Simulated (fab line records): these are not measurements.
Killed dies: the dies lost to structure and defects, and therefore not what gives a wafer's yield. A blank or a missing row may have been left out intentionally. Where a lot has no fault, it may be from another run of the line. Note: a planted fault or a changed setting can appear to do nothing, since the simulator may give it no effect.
Which tool is to blame? + flow sky130 + route of 708 steps, sampled at 1 step: 6 lots, 18 wafers

WHAT EACH GAUGE READ, for each wafer
SKY_VT_ADJUST_NCORE_TW_MEAS_11.
| lot  | measured     | on            | VT_ADJUST_NCORE_TW |
|------|--------------|---------------|--------------------|
| L841 | day 9 23:31  | film_metro-03 | 224.0 223.2 223.2  |
| L844 | day 10 17:08 | film_metro-01 | 216.8 217.0 216.4  |
| L848 | day 11 19:50 | film_metro-03 | 221.4 222.3 223.8  |
| L850 | day 12 10:16 | film_metro-01 | 216.4 217.3 216.1  |
| L856 | day 14 08:55 | film_metro-03 | 221.4 221.9 220.2  |
| L859 | day 15 01:52 | film_metro-02 | 217.2 215.9 216.0  |

EACH LOT AND THE TOOL THAT RAN IT (in order: tool; ch and the chambers of the sampled wafers; start)
There is no process step in the record ahead of these readings.

THE ANSWER, worked out from the rows above alone
Rule: usual is defined by the lots themselves. Put in order of their means at a reading, lots are off if they are a third of the lots or fewer, leave a main group of 4 or more, and stand apart from it by a gap of 3 or more times the standard deviation of the main group's means; of several such gaps the widest counts. If all means in a main group match to the digits the tables above print for the reading, that group is not used. Also off: a lot with no number at a reading for which 4 or more lots have one. Where the step has rows for the other lots, those lots are counted as sound.
No lot is off at any reading shown: from this, nothing can be told.

WHAT THE SIMULATOR HAD INSERTED
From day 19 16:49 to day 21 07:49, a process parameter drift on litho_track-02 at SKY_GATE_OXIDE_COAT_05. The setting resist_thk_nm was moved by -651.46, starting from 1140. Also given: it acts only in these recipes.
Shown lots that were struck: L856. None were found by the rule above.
